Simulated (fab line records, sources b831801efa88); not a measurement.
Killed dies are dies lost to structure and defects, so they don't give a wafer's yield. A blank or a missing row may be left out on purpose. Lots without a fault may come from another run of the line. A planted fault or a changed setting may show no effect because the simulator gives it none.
Chamber matching | flow gf180mcu | GF_V1_CMP_04 on cmp-02: 4 sister chambers
The step polishes SiO2. 8 wafers are shown with their chamber, then 9 later ones without.

WAFERS WITH THEIR CHAMBER
wafer  | chamber | motor_current_A (A) | time_to_endpoint_s (s)
L162.2 | 1       | 13.2                | 78
L162.4 | 2       | 12.6                | 83
L164.1 | 1       | 12.8                | 78
L164.4 | 2       | 13.1                | 86
L164.6 | 0       | 11.6                | 82
L165.3 | 3       | 10.1                | 88
L165.4 | 0       | 11.4                | 87
L165.5 | 3       | 9.8                 | 90

WAFERS WITHOUT THEIR CHAMBER
wafer  | motor_current_A (A) | time_to_endpoint_s (s)
L176.1 | 11.0                | 84
L176.4 | 12.5                | 90
L176.5 | 13.9                | 86
L177.3 | 10.4                | 76
L177.5 | 11.5                | 77
L177.6 | 13.2                | 76
L178.2 | 11.9                | 78
L178.5 | 12.8                | 86
L178.6 | 12.1                | 90

WHICH CHAMBER EACH WENT THROUGH
wafer  | from the rows above          | in truth
L176.1 | 0                            | 0
L176.4 | can't be placed: 2 or 0      | 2
L176.5 | can't be placed: 2 or 1      | 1
L177.3 | can't be placed: 0 or 3      | 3
L177.5 | 0                            | 0
L177.6 | 1                            | 1
L178.2 | can't be placed: 0 or 1 or 2 | 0
L178.5 | 2                            | 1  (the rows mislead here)
L178.6 | can't be placed: 0 or 2      | 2
Placed correctly: 3 of 9. Can't be placed from these rows: 5 (the true chamber is among the candidates in 5). Placed wrongly: 1.
How it was worked out, from the rows above alone: a wafer's distance from a chamber is the root of the sum, over the readings, of the square of ((its reading less the chamber's mean) divided by the reading's scatter). The wafer belongs to the nearest chamber; if the next one is less than 2 further off, it can't be placed. A chamber's mean is the mean of its shown wafers. The scatter: the root of (the sum of the squares of (reading less its chamber's mean) over the shown wafers, divided by (wafers less chambers)).
